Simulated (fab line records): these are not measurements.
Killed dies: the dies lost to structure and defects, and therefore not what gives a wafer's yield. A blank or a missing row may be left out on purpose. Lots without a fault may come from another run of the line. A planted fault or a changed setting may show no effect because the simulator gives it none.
fab line records	flow sky130
[record] lots = 5	wafers = 15	last-day = 49
route steps=708 shown VT_ADJUST_HVTR@135 VT_ADJUST_PCH@143 SONOS_TUNNEL@154 PAD_OPEN@708
lots untouched by any fault: they come from a run of this same line in which no faults occurred
start-h: the number of hours between the record's first day and the start of the first shown wafer of the lot	wait-h: hours from the lot's prior step to this one	" identical to the entry in the row above	L1.1+2: one row covering several wafers at once	- either no value or no given start	* or withheld: withheld	< > ~ a bound
route shown NAME@n: a module of which the file shows steps, and the number in the route of the first	usual: mean/standard deviation of fault-free wafers	same: alike in all rows	chamber/n: place in a boat	sites: per-site readings	_std_site: the values' standard deviation	_edge_site: mean of outer sites minus mean of inner sites	radius-mm: for every site, how far away it sits from the centre of the wafer	mask NAME#n: copy n	behind: the tool/chamber that last shaped the wafer	hold: the reason the lot was held/the length of the hold in hours/how it ended	device: names the non-switching transistor (n, p or np)	end of line: at the end of the route, the tests of the same wafers	a step without rows: its recipe alone	killed: not the wafer's yield, but the dies lost to structure and defects at the first sort	map: the dies of a wafer, with x for killed, . for not killed, _ for no die there
set.NAME: setting as actually run; set.NAME@STEP: the setting as run at that earlier step	model.NAME: the simulator's own value behind a step, which no gauge read
lots at selected steps of the route; one table per step, one row per wafer
services: a tool's chamber out of use, with start hour (start-h, from the record's first day; less than 0 if before it), hours out, and reason
[[steps]]
[step SKY_VT_ADJUST_HVTR_EXPOSE_04]
[recipe] mask-id = HVTRM	target-cd-nm = 380	na = 0.6	source-shape = conventional	sigma-outer = 0.6	dose-mj = 150
[step SKY_VT_ADJUST_HVTR_PEB_05]
[recipe] temp-c = withheld	time-s = *	resist = NOVOLAK
[step SKY_VT_ADJUST_HVTR_DEVELOP_06]
[recipe] develop-time-s = 60	dev-temp-c = 23
[step SKY_VT_ADJUST_HVTR_CD_MEAS_07]
[recipe] target-cd-nm = 380
[usual] cd-nm = 380.6/2.4
lot.wafer	tool	chamber	start-h	wait-h	cd-nm
L159.1	cd-sem-01	-	226.99	0.1	384.6
L159.2	"	-	"	"	386.3
L159.3	"	-	"	"	384.9
L160.1	cd-sem-02	-	235.64	0.1	381.3
L160.3	"	-	"	"	380.1
L160.4	"	-	"	"	381.6
L165.4	cd-sem-01	-	269.75	0.1	380.8
L165.5	"	-	"	"	380.6
L165.6	"	-	"	"	383.5
L171.2	cd-sem-01	-	330.58	0.1	379.2
L171.3	"	-	"	"	377.9
L171.6	"	-	"	"	377.5
L173.4	cd-sem-02	-	343.12	0.1	374.8
L173.5	"	-	"	"	377.5
L173.6	"	-	"	"	376.0
[step SKY_VT_ADJUST_HVTR_OVL_MEAS_08]
[usual] VT_ADJUST_HVTR_OVL = 2.0/1.2
lot.wafer	tool	chamber	start-h	wait-h	VT_ADJUST_HVTR_OVL[nm]
L159.1	overlay-02	-	227.11	0.1	1.5
L159.2	"	-	"	"	0.2
L159.3	"	-	"	"	1.2
L160.1	overlay-02	-	235.76	0.1	2.2
L160.3	"	-	"	"	-0.6
L160.4	"	-	"	"	2.1
L165.4	overlay-02	-	269.83	0.1	1.0
L165.5	"	-	"	"	-1.2
L165.6	"	-	"	"	3.0
L171.2	overlay-02	-	330.68	0.1	1.1
L171.3	"	-	"	"	1.2
L171.6	"	-	"	"	2.0
L173.4	overlay-01	-	343.19	0.1	0.9
L173.5	"	-	"	"	0.6
L173.6	"	-	"	"	2.5
[step SKY_VT_ADJUST_HVTR_IMPLANT_09]
[recipe] species = B	energy-kev = 10	dose-cm2 = 2.1e+12	tilt-deg = withheld
[step SKY_VT_ADJUST_HVTR_STRIP_10]
[recipe] chemistry = O2/N2	power-w = 1400	pressure-mtorr = 1500	platen-temp-c = withheld	o2-flow-sccm = 3000	n2-flow-sccm = 300	overash-fraction = 0.5
[usual] drypump-motor-current-A = 6.2/0.4	oes-product-au = 0.715/0.0046	strip-time-to-endpoint-s = 14.20/0.031
lot.wafer	tool	chamber	start-h	wait-h	drypump-motor-current-A	oes-product-au	rf-hours-counter-h	strip-time-to-endpoint-s
L159.1	plasma-asher-04	1	227.30	0.1	6.7	0.714	56	14.21
L159.2	"	0	"	"	5.2	0.716	56	14.17
L159.3	"	1	"	"	6.8	0.707	-	14.20
L160.1	plasma-asher-04	0	235.94	0.1	5.2	0.712	56	14.16
L160.3	"	1	"	"	6.8	0.714	-	14.17
L160.4	"	0	"	"	5.2	0.709	-	14.19
L165.4	plasma-asher-02	1	270.03	0.1	6.2	0.718	-	14.20
L165.5	"	0	"	"	5.9	0.720	-	14.17
L165.6	"	1	"	"	6.2	0.716	-	14.20
L171.2	plasma-asher-04	0	330.86	0.1	5.2	0.715	62	14.21
L171.3	"	1	"	"	6.7	0.719	-	14.21
L171.6	"	1	"	"	6.8	0.720	-	14.22
L173.4	plasma-asher-01	0	343.39	0.1	6.3	0.712	-	14.20
L173.5	"	1	"	"	6.4	0.708	-	14.15
L173.6	"	0	"	"	6.3	0.722	-	14.15
[step SKY_VT_ADJUST_HVTR_TW_MEAS_11]
[usual] VT_ADJUST_HVTR_TW = 213.1/2.4
lot.wafer	tool	chamber	start-h	wait-h	VT_ADJUST_HVTR_TW
L159.1	film-metro-02	-	227.40	0.1	212.2
L159.2	"	-	"	"	210.6
L159.3	"	-	"	"	212.4
L160.1	film-metro-01	-	236.04	0.1	211.8
L160.3	"	-	"	"	211.5
L160.4	"	-	"	"	212.7
L165.4	film-metro-04	-	270.13	0.1	216.0
L165.5	"	-	"	"	216.0
L165.6	"	-	"	"	216.1
L171.2	film-metro-01	-	330.97	0.1	212.0
L171.3	"	-	"	"	213.0
L171.6	"	-	"	"	211.6
L173.4	film-metro-01	-	343.49	0.1	212.5
L173.5	"	-	"	"	213.1
L173.6	"	-	"	"	213.6
[step SKY_VT_ADJUST_PCH_DEHYDRATE_00]
[recipe] temp-c = 200	time-s = 60
[step SKY_VT_ADJUST_PCH_HMDS_01]
[recipe] prime-time-s = 60	prime-temp-c = 120
[step SKY_VT_ADJUST_PCH_COAT_02]
[recipe] spin-rpm = 2000	resist-thk-nm = 3000
[step SKY_VT_ADJUST_PCH_SOFTBAKE_03]
[recipe] temp-c = 110	time-s = withheld
[step SKY_VT_ADJUST_PCH_EXPOSE_04]
[recipe] mask-id = NWM	na = 0.6	source-shape = conventional	sigma-outer = 0.6	polarization = unpolarized	target-cd-nm = 840	dose-mj = 255
[usual] focus-offset-nm = 0.0/0.53
lot.wafer	tool	chamber	start-h	wait-h	mask	focus-offset-nm
L159.1	iline-stepper-02	0	238.58	-	NWM#0	-0.1
L159.2	"	0	"	"	NWM#0	-0.7
L159.3	"	0	"	"	NWM#0	0.0
L160.1	iline-stepper-01	0	247.30	-	NWM#0	-0.5
L160.3	"	0	"	"	NWM#0	-0.1
L160.4	"	0	"	"	NWM#0	0.9
L165.4	iline-stepper-01	0	282.03	-	HVTRM#0	0.5
L165.5	"	0	"	"	HVTRM#0	0.3
L165.6	"	0	"	"	HVTRM#0	0.4
L171.2	iline-stepper-02	0	344.85	-	NWM#0	-0.6
L171.3	"	0	"	"	NWM#0	-0.5
L171.6	"	0	"	"	NWM#0	-0.2
L173.4	iline-stepper-02	0	357.07	-	NWM#0	-1.2
L173.5	"	0	"	"	NWM#0	0.3
L173.6	"	0	"	"	NWM#0	0.2
[step SKY_VT_ADJUST_PCH_PEB_05]
[recipe] temp-c = 115	time-s = withheld
[step SKY_VT_ADJUST_PCH_DEVELOP_06]
[recipe] wall-angle-deg = 90	developer = TMAH	develop-time-s = 60	dev-temp-c = 23
[step SKY_VT_ADJUST_PCH_OVL_MEAS_07]
[usual] VT_ADJUST_PCH_OVL = 0.7/1.3
lot.wafer	tool	chamber	start-h	wait-h	VT_ADJUST_PCH_OVL[nm]
L159.1	overlay-01	-	249.84	-	1.0
L159.2	"	-	"	"	2.1
L159.3	"	-	"	"	0.8
L160.1	overlay-02	-	258.60	-	-1.7
L160.3	"	-	"	"	-0.5
L160.4	"	-	"	"	-0.8
L165.4	overlay-02	-	294.41	-	-
L165.5	"	-	"	"	-
L165.6	"	-	"	"	-
L171.2	overlay-01	-	358.51	-	4.9
L171.3	"	-	"	"	4.1
L171.6	"	-	"	"	0.7
L173.4	overlay-02	-	371.67	-	2.8
L173.5	"	-	"	"	0.0
L173.6	"	-	"	"	0.7
[step SKY_VT_ADJUST_PCH_IMPLANT_08]
[recipe] species = B	energy-kev = 10	dose-cm2 = 5e+11	tilt-deg = withheld
[step SKY_VT_ADJUST_PCH_STRIP_09]
[recipe] chemistry = O2/N2	power-w = 1400	pressure-mtorr = 1500	platen-temp-c = withheld	o2-flow-sccm = 3000	n2-flow-sccm = 300	overash-fraction = 0.5
[usual] drypump-motor-current-A = 6.17/0.24	oes-product-au = 0.722/0.0044	strip-time-to-endpoint-s = 36.97/0.11
lot.wafer	tool	chamber	start-h	wait-h	drypump-motor-current-A	oes-product-au	rf-hours-counter-h	strip-time-to-endpoint-s
L159.1	plasma-asher-01	0	250.03	0.1	6.27	0.720	13	36.91
L159.2	"	1	"	"	6.40	0.726	13	36.93
L159.3	"	1	"	"	6.43	0.727	-	36.97
L160.1	plasma-asher-03	1	258.79	0.1	6.33	0.715	59	36.87
L160.3	"	0	"	"	5.70	0.717	-	37.02
L160.4	"	1	"	"	6.31	0.725	-	36.81
L165.4	plasma-asher-01	1	294.61	0.1	6.38	0.721	-	37.08
L165.5	"	1	"	"	6.39	0.722	-	37.14
L165.6	"	0	"	"	6.30	0.725	-	37.16
L171.2	plasma-asher-01	0	358.69	0.1	6.28	0.724	26	36.99
L171.3	"	0	"	"	6.28	0.726	-	36.88
L171.6	"	1	"	"	6.41	0.728	-	36.91
L173.4	plasma-asher-02	0	371.87	0.1	5.84	0.720	-	36.97
L173.5	"	0	"	"	5.81	0.716	-	36.91
L173.6	"	1	"	"	6.16	0.722	-	36.95
[step SKY_VT_ADJUST_PCH_TW_MEAS_10]
[usual] VT_ADJUST_PCH_TW = 143.4/2.2
lot.wafer	tool	chamber	start-h	wait-h	VT_ADJUST_PCH_TW
L159.1	film-metro-04	-	250.13	0.1	145.7
L159.2	"	-	"	"	145.4
L159.3	"	-	"	"	146.0
L160.1	film-metro-04	-	258.89	0.1	145.8
L160.3	"	-	"	"	146.0
L160.4	"	-	"	"	146.6
L165.4	film-metro-01	-	294.71	0.1	30.1
L165.5	"	-	"	"	29.9
L165.6	"	-	"	"	30.1
L171.2	film-metro-04	-	358.80	0.1	146.6
L171.3	"	-	"	"	146.0
L171.6	"	-	"	"	146.8
L173.4	film-metro-03	-	371.97	0.1	141.4
L173.5	"	-	"	"	142.1
L173.6	"	-	"	"	141.7
[step SKY_SONOS_TUNNEL_DEHYDRATE_00]
[recipe] temp-c = 200	time-s = 60
[step SKY_PAD_OPEN_PROBE_99]
[usual] killed_at_M0_to_M3 = 43/7.3	killed_at_M4_up = 3.4/1.7	killed-at-contacts = 24/4.5	killed-at-front-end = 16/4.4	killed-at-other = 0.2/0.51	killed-dies = 86/9.7	killed-on-rim = 17/3.7	killed-open = 46/6.6	killed-short = 39/7.1
[same] gross-dies = 492	killed-at-back-side = 0
lot.wafer	tool	chamber	start-h	wait-h	killed_at_M0_to_M3	killed_at_M4_up	killed-at-contacts	killed-at-front-end	killed-at-other	killed-dies	killed-on-rim	killed-open	killed-short
L159.1	prober-01	-	1095.07	0.1	41	1	22	18	1	83	20	57	25
L159.2	prober-01	-	1095.12	0.1	43	4	21	12	0	80	16	47	33
L159.3	prober-01	-	1095.17	0.2	40	2	24	20	1	87	16	40	46
L160.1	prober-01	-	1101.54	0.1	42	2	36	12	1	93	24	51	41
L160.3	prober-01	-	1101.64	0.2	49	3	18	17	0	87	20	52	35
L160.4	prober-01	-	1101.69	0.2	39	6	27	17	1	90	24	43	47
L165.4	prober-01	-	1130.06	0.2	32	4	22	433	1	492	96	46	24
L165.5	prober-01	-	1130.11	0.2	49	3	28	411	1	492	96	47	47
L165.6	prober-01	-	1130.16	0.2	42	2	26	422	0	492	96	56	32
L171.2	prober-01	-	1171.14	0.1	41	2	19	20	0	82	11	51	31
L171.3	prober-01	-	1171.19	0.2	52	5	18	20	0	95	17	42	53
L171.6	prober-01	-	1171.34	0.2	45	2	20	6	1	74	18	37	37
L173.4	prober-01	-	1185.44	0.2	39	5	22	18	0	84	16	44	38
L173.5	prober-01	-	1185.49	0.2	49	3	21	17	0	90	17	54	36
L173.6	prober-01	-	1185.54	0.2	53	1	26	16	0	96	25	53	42
// killed by level:class
L159.1 VIA1:geometric-particle:open=12 VIA3:geometric-particle:open=12 CONTACT:geometric-particle:open=11 FIELD_ISO:geometric-particle:open=6 METAL2:geometric-particle:short=5 VIA2:geometric-particle:open=5 LI_CONTACT:geometric-particle:open=4 CONTACT:geometric-particle:short=4
L159.2 VIA1:geometric-particle:open=12 LI_CONTACT:geometric-particle:open=8 VIA3:geometric-particle:open=8 CONTACT:geometric-particle:short=6 METAL2:geometric-particle:short=5 VIA2:geometric-particle:open=5 POLY_GATE:geometric-particle:short=4 SPACER:geometric-particle:open=4
L159.3 VIA3:geometric-particle:open=10 CONTACT:geometric-particle:open=7 POLY_GATE:geometric-particle:short=6 METAL1:geometric-particle:short=6 VIA1:geometric-particle:open=6 FIELD_ISO:geometric-particle:short=5 FIELD_ISO:geometric-particle:open=5 LI_CONTACT:geometric-particle:open=5
L160.1 CONTACT:geometric-particle:open=20 VIA1:geometric-particle:open=9 METAL1:geometric-particle:short=9 POLY_GATE:geometric-particle:open=7 LOCAL_INTERCONNECT:geometric-particle:short=6 CONTACT:geometric-particle:short=5 LI_CONTACT:geometric-particle:open=4 VIA1:geometric-particle:short=4
L160.3 CONTACT:geometric-particle:open=11 VIA1:geometric-particle:open=11 FIELD_ISO:geometric-particle:open=8 VIA1:geometric-particle:short=7 FIELD_ISO:geometric-particle:short=5 VIA2:geometric-particle:open=5 VIA3:geometric-particle:open=5 METAL1:geometric-particle:short=4
L160.4 CONTACT:geometric-particle:open=11 VIA2:geometric-particle:open=7 VIA1:geometric-particle:open=6 CONTACT:geometric-particle:short=6 METAL1:geometric-particle:short=6 METAL4:geometric-particle:short=6 VIA1:geometric-particle:short=5 FIELD_ISO:geometric-particle:short=4
L165.4 VT_ADJUST_PCH:area-expose=421 CONTACT:geometric-particle:open=11 VIA1:geometric-particle:open=11 VIA3:geometric-particle:open=7 LI_CONTACT:geometric-particle:open=5 METAL4:geometric-particle:short=4 FIELD_ISO:geometric-particle:open=3 FIELD_ISO:geometric-particle:short=3
L165.5 VT_ADJUST_PCH:area-expose=397 VIA1:geometric-particle:open=8 CONTACT:geometric-particle:open=8 METAL2:geometric-particle:short=8 LI_CONTACT:geometric-particle:open=7 VIA2:geometric-particle:open=7 CONTACT:geometric-particle:short=6 VIA3:geometric-particle:short=6
L165.6 VT_ADJUST_PCH:area-expose=404 CONTACT:geometric-particle:open=14 VIA1:geometric-particle:open=13 FIELD_ISO:geometric-particle:short=7 VIA2:geometric-particle:open=6 POLY_GATE:geometric-particle:open=4 SPACER:geometric-particle:open=4 LI_CONTACT:geometric-particle:open=4
L171.2 VIA1:geometric-particle:open=9 CONTACT:geometric-particle:open=7 FIELD_ISO:geometric-particle:open=6 POLY_GATE:geometric-particle:open=6 LI_CONTACT:geometric-particle:open=5 METAL2:geometric-particle:short=5 VIA2:geometric-particle:open=5 VIA3:geometric-particle:open=5
L171.3 VIA1:geometric-particle:open=11 VIA3:geometric-particle:open=9 FIELD_ISO:geometric-particle:short=7 METAL3:geometric-particle:short=7 METAL2:geometric-particle:short=6 CONTACT:geometric-particle:short=6 LI_CONTACT:geometric-particle:open=5 METAL1:geometric-particle:short=5
L171.6 VIA1:geometric-particle:open=8 VIA3:geometric-particle:open=7 METAL2:geometric-particle:short=7 CONTACT:geometric-particle:open=7 METAL1:geometric-particle:short=7 CONTACT:geometric-particle:short=6 VIA2:geometric-particle:open=6 LI_CONTACT:geometric-particle:open=5
L173.4 VIA1:geometric-particle:open=16 LI_CONTACT:geometric-particle:open=7 METAL1:geometric-particle:short=6 POLY_GATE:geometric-particle:short=5 CONTACT:geometric-particle:open=5 METAL2:geometric-particle:short=5 POLY_GATE:geometric-particle:open=4 CONTACT:geometric-particle:short=4
L173.5 VIA3:geometric-particle:open=12 CONTACT:geometric-particle:open=10 VIA2:geometric-particle:open=8 VIA1:geometric-particle:open=6 FIELD_ISO:geometric-particle:open=5 METAL2:geometric-particle:short=5 METAL1:geometric-particle:short=5 POLY_GATE:geometric-particle:open=4
L173.6 VIA1:geometric-particle:open=16 LI_CONTACT:geometric-particle:open=9 METAL1:geometric-particle:short=8 CONTACT:geometric-particle:short=7 VIA3:geometric-particle:open=7 CONTACT:geometric-particle:open=4 VIA1:geometric-particle:short=4 METAL2:geometric-particle:short=4
// map L165.4 (x killed, . not)
__________xxxxxxxxxx_________
________xxxxxxxxxxxxxx_______
______xxxxxxxxxxxxxxxxxx_____
_____xxxxxxxxxxxxxxxxxxxx____
____xxxxxxxxxxxxxxxxxxxxxx___
___xxxxxxxxxxxxxxxxxxxxxxxx__
__xxxxxxxxxxxxxxxxxxxxxxxxxx_
_xxxxxxxxxxxxxxxxxxxxxxxxxxxx
_xxxxxxxxxxxxxxxxxxxxxxxxxxxx
_xxxxxxxxxxxxxxxxxxxxxxxxxxxx
_xxxxxxxxxxxxxxxxxxxxxxxxxxxx
_xxxxxxxxxxxxxxxxxxxxxxxxxxxx
_xxxxxxxxxxxxxxxxxxxxxxxxxxxx
_xxxxxxxxxxxxxxxxxxxxxxxxxxxx
_xxxxxxxxxxxxxxxxxxxxxxxxxxxx
__xxxxxxxxxxxxxxxxxxxxxxxxxx_
___xxxxxxxxxxxxxxxxxxxxxxxx__
____xxxxxxxxxxxxxxxxxxxxxx___
_____xxxxxxxxxxxxxxxxxxxx____
______xxxxxxxxxxxxxxxxxx_____
________xxxxxxxxxxxxxx_______
__________xxxxxxxxxx_________
// map L160.1 (x killed, . not)
__________.xx.xxx..._________
________..........x.x._______
______..x.x......x.xx..._____
_____..x....x...x.......x____
____.......x..x...xx.xx...___
___....x..........x..x....x__
__.......x.......x...x...x.._
_.......xx..x.x....x......x.x
_..xx...................x....
_.......x.........x.....x....
_......x.......x....x..x.xx..
_x...x.....x..x....x......x..
_x....x...........x...xx.....
_x.x...........x.........x...
_............................
__............x.x...x.x..xx._
___x..x............x....x..__
____.............x..x...xx___
_____..x..x....x.....x...____
______..x.xx...........x_____
________..x...x.x....._______
__________.x..x.x..x_________
[[services]]
tool	chamber	start-h	hours	kind
iline-stepper-02	-	229.26	2.1	repair
plasma-asher-04	-	242.77	28.1	pm
iline-stepper-01	-	248.67	1.7	pm
plasma-asher-04	-	270.87	15.6	pm
plasma-asher-02	-	271.41	2.8	pm
plasma-asher-03	-	274.26	3.3	repair
iline-stepper-02	-	284.00	4.4	pm
iline-stepper-01	-	296.91	4.4	pm
iline-stepper-02	-	298.47	15.2	repair
plasma-asher-03	-	321.76	4.3	pm
plasma-asher-04	-	331.65	25.1	repair
plasma-asher-03	-	344.81	0.4	repair
iline-stepper-02	0	357.96	-	calibration
[[key]]
[first-sign] step = SKY_VT_ADJUST_PCH_EXPOSE_04	reading = mask	direction = changed
[effect] step = SKY_VT_ADJUST_PCH_OVL_MEAS_07	reading = VT_ADJUST_PCH_OVL	direction = missing
[effect] step = SKY_VT_ADJUST_PCH_TW_MEAS_10	reading = VT_ADJUST_PCH_TW	direction = down	sigmas = 51	usual = 143.4	struck = 30.0
[effect] step = SKY_PAD_OPEN_PROBE_99	reading = killed-at-front-end	direction = up	sigmas = 93	usual = 16	struck = 422
[more-kills-born-at] SKY_VT_ADJUST_PCH_EXPOSE_04@iline-stepper-01 = 1222
met-at SKY_VT_ADJUST_PCH_EXPOSE_04
struck-wafers L165.4,L165.5,L165.6
tester-left-out L165
onset-between 247.30 282.03
[fault] kind = wrong-mask	tool = any	chamber = -	onset-h = 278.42	steps = SKY_VT_ADJUST_PCH_EXPOSE_04	aux-copy = HVTRM#0	scope = struck-lots-only
// tester-left-out: of these lots the tester's yield and bins aren't shown, on N5 and GAA mostly nor the transistor test; their killed dies are dies lost to structure and defects alone, not to doping, threshold or leakage, so they don't give the yield
